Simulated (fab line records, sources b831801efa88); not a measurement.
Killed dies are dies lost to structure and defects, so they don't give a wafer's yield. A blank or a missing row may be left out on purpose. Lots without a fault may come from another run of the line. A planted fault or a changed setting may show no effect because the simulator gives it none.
Which tool did it? | flow sky130 | 14 lots, 42 wafers sampled, at 2 steps of a route of 708

WHAT THE GAUGES READ, wafer by wafer
SKY_VIA1_RS_MEAS_22: measures by four-point-probe.
lot  | measured     | on            | VIA1_W_RS (ohm/sq)
L163 | day 33 19:28 | film_metro-03 | 0.422 0.413 0.411
L164 | day 34 00:28 | film_metro-01 | 0.426 0.426 0.426
L165 | day 34 02:38 | film_metro-01 | 0.425 0.428 0.429
L166 | day 34 10:04 | film_metro-01 | 0.430 0.419 0.422
L170 | day 35 18:01 | film_metro-01 | 0.422 0.425 0.425
L169 | day 35 22:23 | film_metro-01 | 0.429 0.428 0.432
L171 | day 36 08:29 | film_metro-04 | 0.428 0.425 0.423
L174 | day 37 16:32 | film_metro-03 | 0.420 0.427 0.420
L179 | day 39 12:02 | film_metro-01 | 0.416 0.422 0.417
L182 | day 40 06:52 | film_metro-03 | 0.428 0.425 0.427
L183 | day 40 11:45 | film_metro-01 | 0.421 0.426 0.420
L184 | day 40 12:53 | film_metro-03 | 0.428 0.435 0.430
L185 | day 40 23:30 | film_metro-03 | 0.434 0.431 0.428
L186 | day 41 04:11 | film_metro-03 | 0.422 0.414 0.431

WHICH TOOL RAN EACH LOT (tool, then ch and the chambers of the sampled wafers, then the start)
lot  | SKY_VIA1_SPUTTER_20
L163 | pvd_sputter-03, day 33 19:19
L164 | pvd_sputter-03, day 34 00:17
L165 | pvd_sputter-04, day 34 02:25
L166 | pvd_sputter-02, day 34 09:44
L170 | pvd_sputter-03, day 35 17:52
L169 | pvd_sputter-03, day 35 22:14
L171 | pvd_sputter-03, day 36 08:20
L174 | pvd_sputter-03, day 37 16:22
L179 | pvd_sputter-04, day 39 11:53
L182 | pvd_sputter-04, day 40 06:43
L183 | pvd_sputter-04, day 40 11:35
L184 | pvd_sputter-03, day 40 12:44
L185 | pvd_sputter-04, day 40 23:21
L186 | pvd_sputter-03, day 41 03:58
- SKY_VIA1_SPUTTER_20: material TiN, target thk 20 nm, time 80 s.

WHAT THE TOOLS THEMSELVES READ (means of the sampled wafers that have a number; where no wafer has one, the mark that the record gives instead)
SKY_VIA1_SPUTTER_20.
lot  | tool           | throttle_valve_pct (%)
L163 | pvd_sputter-03 | 28.8
L164 | pvd_sputter-03 | 30.1
L165 | pvd_sputter-04 | 29.7
L166 | pvd_sputter-02 | 29.5
L170 | pvd_sputter-03 | 28.8
L169 | pvd_sputter-03 | 29.4
L171 | pvd_sputter-03 | 29.3
L174 | pvd_sputter-03 | 29.3
L179 | pvd_sputter-04 | 30.4
L182 | pvd_sputter-04 | 29.5
L183 | pvd_sputter-04 | 29.9
L184 | pvd_sputter-03 | 29.2
L185 | pvd_sputter-04 | 29.2
L186 | pvd_sputter-03 | 28.8

THE ANSWER, worked out from the rows above alone
Rule: what is usual is taken from the lots themselves. Put in order of their means at a reading, lots are off if they are a third of the lots or fewer, leave a main group of 4 or more, and stand apart from it by a gap of 3 or more times the standard deviation of the main group's means; of several such gaps the widest counts. A main group whose means are all the same, to the digits that the tables above print for the reading, isn't used. A lot without any number at a reading at which 4 lots or more have one is off too. The other lots that the step has rows for count as sound. The gauges are gone through in route order, then the tools' own readings, and for those a lot's mean is taken as printed above. The first step at which some lot is off is used, and at that step the reading that is off furthest; a lot without a number counts as furthest.
No lot is off at any reading shown: from this, nothing can be told.

WHAT THE SIMULATOR HAD PUT IN
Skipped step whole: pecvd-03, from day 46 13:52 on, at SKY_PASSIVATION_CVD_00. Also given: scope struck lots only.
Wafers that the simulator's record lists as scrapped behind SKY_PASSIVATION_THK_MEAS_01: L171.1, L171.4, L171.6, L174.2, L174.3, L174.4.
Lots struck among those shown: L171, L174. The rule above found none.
